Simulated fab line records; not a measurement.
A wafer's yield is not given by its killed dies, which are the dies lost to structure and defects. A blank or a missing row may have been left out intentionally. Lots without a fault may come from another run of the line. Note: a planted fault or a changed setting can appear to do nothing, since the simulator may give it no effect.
Which of the tools did it? :: flow sky130 :: Sampling: 12 lots, 36 wafers, 5 of 708 route steps

== WHAT THE GAUGES READ, wafer by wafer ==
SKY_VT_ADJUST_HVTR_CD_MEAS_07: target cd 380 nm.
lot: L664
measured: day 9 20:17
on: cd sem-01
cd nm (nm): 379.5 380.5 377.0

lot: L665
measured: day 10 07:25
on: cd sem-01
cd nm (nm): 378.8 378.5 381.5

lot: L666
measured: day 10 09:13
on: cd sem-01
cd nm (nm): 378.8 380.0 381.5

lot: L667
measured: day 10 18:58
on: cd sem-02
cd nm (nm): 382.7 384.1 380.9

lot: L668
measured: day 11 01:05
on: cd sem-02
cd nm (nm): 377.2 375.8 377.0

lot: L669
measured: day 11 10:40
on: cd sem-01
cd nm (nm): 378.7 379.2 380.2

lot: L670
measured: day 11 13:38
on: cd sem-01
cd nm (nm): 384.3 382.8 382.8

lot: L671
measured: day 12 00:02
on: cd sem-01
cd nm (nm): 386.8 382.5 384.1

lot: L681
measured: day 15 04:31
on: cd sem-01
cd nm (nm): 382.3 383.2 380.7

lot: L683
measured: day 15 14:58
on: cd sem-01
cd nm (nm): 382.4 383.9 382.3

lot: L684
measured: day 16 03:07
on: cd sem-02
cd nm (nm): 378.8 379.2 382.2

lot: L686
measured: day 17 02:52
on: cd sem-01
cd nm (nm): 372.1 372.2 373.6

SKY_SONOS_ONO_THK_MEAS_03.
lot: L664
measured: day 12 00:05
on: film metro-03
SONOS_ONO_CVD_02_THK (nm): 10.79 10.67 10.69

lot: L665
measured: day 12 15:30
on: film metro-03
SONOS_ONO_CVD_02_THK (nm): 10.47 10.30 10.37

lot: L666
measured: day 12 15:30
on: film metro-04
SONOS_ONO_CVD_02_THK (nm): 10.44 10.56 10.42

lot: L667
measured: day 13 05:23
on: film metro-04
SONOS_ONO_CVD_02_THK (nm): 10.54 10.64 10.60

lot: L668
measured: day 13 05:24
on: film metro-01
SONOS_ONO_CVD_02_THK (nm): 10.36 10.43 10.37

lot: L669
measured: day 13 16:25
on: film metro-04
SONOS_ONO_CVD_02_THK (nm): 10.51 10.63 10.53

lot: L670
measured: day 13 20:29
on: film metro-03
SONOS_ONO_CVD_02_THK (nm): 10.48 10.39 10.36

lot: L671
measured: day 14 05:10
on: film metro-03
SONOS_ONO_CVD_02_THK (nm): 10.58 10.61 10.55

lot: L681
measured: day 17 18:49
on: film metro-01
SONOS_ONO_CVD_02_THK (nm): 10.45 10.41 10.31

lot: L683
measured: day 18 03:02
on: film metro-04
SONOS_ONO_CVD_02_THK (nm): 10.53 10.54 10.51

lot: L684
measured: day 18 19:41
on: film metro-03
SONOS_ONO_CVD_02_THK (nm): 10.71 10.71 10.72

lot: L686
measured: day 19 19:05
on: film metro-03
SONOS_ONO_CVD_02_THK (nm): 10.67 10.58 10.50

SKY_GATE_OXIDE_TW_MEAS_14.
lot: L664
measured: day 14 09:32
on: film metro-04
GATE_OXIDE_TW: 225.7 224.7 224.2

lot: L665
measured: day 15 01:13
on: film metro-03
GATE_OXIDE_TW: 225.1 225.2 226.5

lot: L666
measured: day 15 01:19
on: film metro-04
GATE_OXIDE_TW: 226.0 224.6 226.9

lot: L667
measured: day 15 14:37
on: film metro-03
GATE_OXIDE_TW: 226.0 225.8 225.4

lot: L668
measured: day 15 14:59
on: film metro-02
GATE_OXIDE_TW: 229.0 228.4 229.3

lot: L669
measured: day 16 02:55
on: film metro-04
GATE_OXIDE_TW: 225.4 224.2 225.8

lot: L670
measured: day 16 04:54
on: film metro-04
GATE_OXIDE_TW: 227.3 226.9 224.7

lot: L671
measured: day 16 16:22
on: film metro-02
GATE_OXIDE_TW: 228.7 228.4 228.1

lot: L681
measured: day 20 12:19
on: film metro-04
GATE_OXIDE_TW: 193.7 192.8 192.9

lot: L683
measured: day 20 20:19
on: film metro-02
GATE_OXIDE_TW: 195.7 196.1 195.1

lot: L684
measured: day 21 15:20
on: film metro-04
GATE_OXIDE_TW: 224.9 225.3 224.5

lot: L686
measured: day 22 11:53
on: film metro-03
GATE_OXIDE_TW: 223.7 223.0 223.4

== TOOL THAT RAN EACH LOT (tool first, then ch and the chambers of the sampled wafers, then the start) ==
lot: L664
SKY_GATE_OXIDE_IMPLANT_11: implanter-04 ch 0, day 14 09:14
SKY_GATE_OXIDE_STRIP_13: plasma asher-01 ch 0,1, day 14 09:26

lot: L665
SKY_GATE_OXIDE_IMPLANT_11: implanter-01 ch 0, day 15 00:52
SKY_GATE_OXIDE_STRIP_13: plasma asher-03 ch 0,1, day 15 01:07

lot: L666
SKY_GATE_OXIDE_IMPLANT_11: implanter-04 ch 0, day 15 00:58
SKY_GATE_OXIDE_STRIP_13: plasma asher-04 ch 0,1, day 15 01:13

lot: L667
SKY_GATE_OXIDE_IMPLANT_11: implanter-01 ch 0, day 15 14:16
SKY_GATE_OXIDE_STRIP_13: plasma asher-01 ch 0,1, day 15 14:31

lot: L668
SKY_GATE_OXIDE_IMPLANT_11: implanter-04 ch 0, day 15 14:38
SKY_GATE_OXIDE_STRIP_13: plasma asher-03 ch 0,1, day 15 14:52

lot: L669
SKY_GATE_OXIDE_IMPLANT_11: implanter-02 ch 0, day 16 02:34
SKY_GATE_OXIDE_STRIP_13: plasma asher-03 ch 0,1, day 16 02:49

lot: L670
SKY_GATE_OXIDE_IMPLANT_11: implanter-02 ch 0, day 16 04:35
SKY_GATE_OXIDE_STRIP_13: plasma asher-01 ch 0,1, day 16 04:48

lot: L671
SKY_GATE_OXIDE_IMPLANT_11: implanter-04 ch 0, day 16 16:02
SKY_GATE_OXIDE_STRIP_13: plasma asher-01 ch 0,1, day 16 16:16

lot: L681
SKY_GATE_OXIDE_IMPLANT_11: implanter-04 ch 0, day 20 11:58
SKY_GATE_OXIDE_STRIP_13: plasma asher-03 ch 0,1, day 20 12:13

lot: L683
SKY_GATE_OXIDE_IMPLANT_11: implanter-04 ch 0, day 20 19:58
SKY_GATE_OXIDE_STRIP_13: plasma asher-01 ch 0,1, day 20 20:13

lot: L684
SKY_GATE_OXIDE_IMPLANT_11: implanter-02 ch 0, day 21 14:51
SKY_GATE_OXIDE_STRIP_13: plasma asher-04 ch 1, day 21 15:14

lot: L686
SKY_GATE_OXIDE_IMPLANT_11: implanter-02 ch 0, day 22 11:34
SKY_GATE_OXIDE_STRIP_13: plasma asher-01 ch 0,1, day 22 11:47
- SKY_GATE_OXIDE_IMPLANT_11
- SKY_GATE_OXIDE_STRIP_13: strips in O2/N2.

== AS READ BY THE TOOLS THEMSELVES (means over the sampled wafers that have a number; for cases with no such wafer, the mark the record gives instead) ==
SKY_GATE_OXIDE_IMPLANT_11.
lot: L664
tool: implanter-04
dose ions cm2: 2.6043e+12
faraday current uA: 14.5

lot: L665
tool: implanter-01
dose ions cm2: 2.6005e+12
faraday current uA: 14.7

lot: L666
tool: implanter-04
dose ions cm2: 2.6008e+12
faraday current uA: 14.2

lot: L667
tool: implanter-01
dose ions cm2: 2.5987e+12
faraday current uA: 14.5

lot: L668
tool: implanter-04
dose ions cm2: 2.6017e+12
faraday current uA: 14.7

lot: L669
tool: implanter-02
dose ions cm2: 2.5999e+12
faraday current uA: 14.4

lot: L670
tool: implanter-02
dose ions cm2: 2.6005e+12
faraday current uA: 14.6

lot: L671
tool: implanter-04
dose ions cm2: 2.5993e+12
faraday current uA: 14.9

lot: L681
tool: implanter-04
dose ions cm2: 1.5020e+12
faraday current uA: 8.3

lot: L683
tool: implanter-04
dose ions cm2: 1.5014e+12
faraday current uA: 8.6

lot: L684
tool: implanter-02
dose ions cm2: 2.5990e+12
faraday current uA: 14.9

lot: L686
tool: implanter-02
dose ions cm2: 2.5985e+12
faraday current uA: 14.2

SKY_GATE_OXIDE_STRIP_13.
lot: L664
tool: plasma asher-01
chamber pressure mTorr (mTorr): 1498.9
drypump motor current A (A): 5.58
oes product au (a.u.): 0.711
strip time to endpoint s (s): 14.17

lot: L665
tool: plasma asher-03
chamber pressure mTorr (mTorr): 1499.7
drypump motor current A (A): 5.54
oes product au (a.u.): 0.716
strip time to endpoint s (s): 14.12

lot: L666
tool: plasma asher-04
chamber pressure mTorr (mTorr): 1499.2
drypump motor current A (A): 5.78
oes product au (a.u.): 0.718
strip time to endpoint s (s): 14.16

lot: L667
tool: plasma asher-01
chamber pressure mTorr (mTorr): 1500.0
drypump motor current A (A): 5.67
oes product au (a.u.): 0.713
strip time to endpoint s (s): 14.18

lot: L668
tool: plasma asher-03
chamber pressure mTorr (mTorr): 1500.3
drypump motor current A (A): 5.56
oes product au (a.u.): 0.712
strip time to endpoint s (s): 14.16

lot: L669
tool: plasma asher-03
chamber pressure mTorr (mTorr): 1501.6
drypump motor current A (A): 5.52
oes product au (a.u.): 0.719
strip time to endpoint s (s): 14.19

lot: L670
tool: plasma asher-01
chamber pressure mTorr (mTorr): 1501.8
drypump motor current A (A): 5.59
oes product au (a.u.): 0.714
strip time to endpoint s (s): 14.18

lot: L671
tool: plasma asher-01
chamber pressure mTorr (mTorr): 1500.4
drypump motor current A (A): 5.56
oes product au (a.u.): 0.712
strip time to endpoint s (s): 14.13

lot: L681
tool: plasma asher-03
chamber pressure mTorr (mTorr): 1501.1
drypump motor current A (A): 5.57
oes product au (a.u.): 0.711
strip time to endpoint s (s): 14.18

lot: L683
tool: plasma asher-01
chamber pressure mTorr (mTorr): 1500.3
drypump motor current A (A): 5.65
oes product au (a.u.): 0.715
strip time to endpoint s (s): 14.15

lot: L684
tool: plasma asher-04
chamber pressure mTorr (mTorr): 1499.8
drypump motor current A (A): 5.88
oes product au (a.u.): 0.717
strip time to endpoint s (s): 14.23

lot: L686
tool: plasma asher-01
chamber pressure mTorr (mTorr): 1499.7
drypump motor current A (A): 5.55
oes product au (a.u.): 0.711
strip time to endpoint s (s): 14.18

== THE ANSWER, worked out from the rows above alone ==
Rule: the usual values come from the lots themselves. Put in order of their means at a reading, lots are off if they are a third of the lots or fewer, leave a main group of 4 or more, and stand apart from it by a gap of 3 or more times the standard deviation of the main group's means; of several such gaps the widest counts. A main group whose means are all the same, to the digits that the tables above print for the reading, isn't used. Also off: a lot with no number at a reading for which 4 or more lots have one. Any other lot the step has rows for is counted as sound. After the gauges, taken in route order, come the tools' own readings; for these a lot's mean is taken, as printed above. The first step at which some lot is off is used, and at that step the reading that is off furthest; a lot without a number counts as furthest.
Off: L681, L683, seen at SKY_GATE_OXIDE_TW_MEAS_14 (GATE_OXIDE_TW). The main group has a mean of 225.9 with a standard deviation of 1.6.
A tool fits if, at a process step before that reading, it ran every lot that is off, and no sound lot after the first of them. The gauges at SKY_GATE_OXIDE_TW_MEAS_14 aren't tried: what is off there is off at SKY_GATE_OXIDE_IMPLANT_11 too, on other tools, and a gauge's error can't cause that. One fits: implanter-04 at SKY_GATE_OXIDE_IMPLANT_11. Its last sound lot is L671 (day 16 16:02), its first lot that is off L681 (day 20 11:58): a fault that began between those two fits.
The tool's own readings at SKY_GATE_OXIDE_IMPLANT_11 bear it out: on the lots that are off they differ by more than 5 times the standard deviation of the sound lots' means. dose ions cm2 reads 1.5017e+12 there against 2.6003e+12 on the sound lots; faraday current uA reads 8.4 there against 14.6 on the sound lots.

== WHAT THE SIMULATOR PUT IN ==
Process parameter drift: implanter-04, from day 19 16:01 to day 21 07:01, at SKY_GATE_OXIDE_IMPLANT_11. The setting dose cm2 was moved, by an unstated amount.
Struck lots among those shown: L681, L683. The rule given above showed the same thing.
